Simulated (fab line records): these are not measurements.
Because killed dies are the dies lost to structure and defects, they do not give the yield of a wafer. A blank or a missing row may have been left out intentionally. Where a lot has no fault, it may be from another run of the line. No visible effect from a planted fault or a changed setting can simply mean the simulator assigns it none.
Which tool did it?    flow sfq-line    8 lots, 24 wafers sampled, at 2 steps of a route of 325

## WHAT THE GAUGES READ, wafer by wafer
SFQ_M2_OVL_MEAS_916.
lot   measured      on          M2_OVL (nm)
L259  day 33 02:04  overlay-02  5 3 7
L261  day 33 08:05  overlay-02  -7 -10 -12
L263  day 33 16:23  overlay-02  0 4 5
L265  day 34 03:11  overlay-01  -5 5 2
L267  day 34 12:55  overlay-01  -17 -18 -14
L269  day 36 05:43  overlay-02  157 158 157 159 162 160
L276  day 38 11:50  overlay-02  5 5 5
L281  day 40 17:53  overlay-01  -8 -9 -6

## WHAT TOOL EACH LOT RAN ON (gives the tool, then ch and the chambers of the sampled wafers, and finally the start)
lot   SFQ_TRILAYER_M2_LITHO_EXPOSE_058
L259  krf-scanner-02 ch 0, day 33 00:58
L261  krf-scanner-02 ch 0, day 33 07:10
L263  krf-scanner-01 ch 0, day 33 15:17
L265  krf-scanner-01 ch 0, day 34 02:05
L267  krf-scanner-02 ch 0, day 34 11:36
L269  krf-scanner-02 ch 0, day 36 04:24
L276  krf-scanner-01 ch 0, day 38 10:20
L281  krf-scanner-01 ch 0, day 40 16:35
- SFQ_TRILAYER_M2_LITHO_EXPOSE_058: exposes mask M2, target cd 500 nm.

## THE ANSWER, worked out from the rows above alone
Rule: the lots themselves supply what counts as usual. Put in order of their means at a reading, lots are off if they are a third of the lots or fewer, leave a main group of 4 or more, and stand apart from it by a gap of 3 or more times the standard deviation of the main group's means; of several such gaps the widest counts. The tables above print the reading to a certain number of digits; a main group whose means all agree to those digits is not used. A lot without any number at a reading at which 4 lots or more have one is off too. The other lots that the step has rows for count as sound.
Off: at SFQ_M2_OVL_MEAS_916 (M2_OVL), L269. The main group: mean -3 nm, standard deviation 7.8.
If a tool, at a process step before that reading, ran all the lots that are off and no sound lot after the first of them, it fits. Gauges at SFQ_M2_OVL_MEAS_916: tried the same way as those tools. One fits: krf-scanner-02 at SFQ_TRILAYER_M2_LITHO_EXPOSE_058. Its last sound lot is L267 (day 34 11:36), its first lot that is off L269 (day 36 04:24): a fault that began between those two fits.

## WHAT THE SIMULATOR HAD PUT IN
Scanner matching overlay: krf-scanner-02, from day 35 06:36 on, at SFQ_TRILAYER_M2_LITHO_EXPOSE_058. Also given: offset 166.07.
Struck lots among those shown: L269. The rule above found the same.
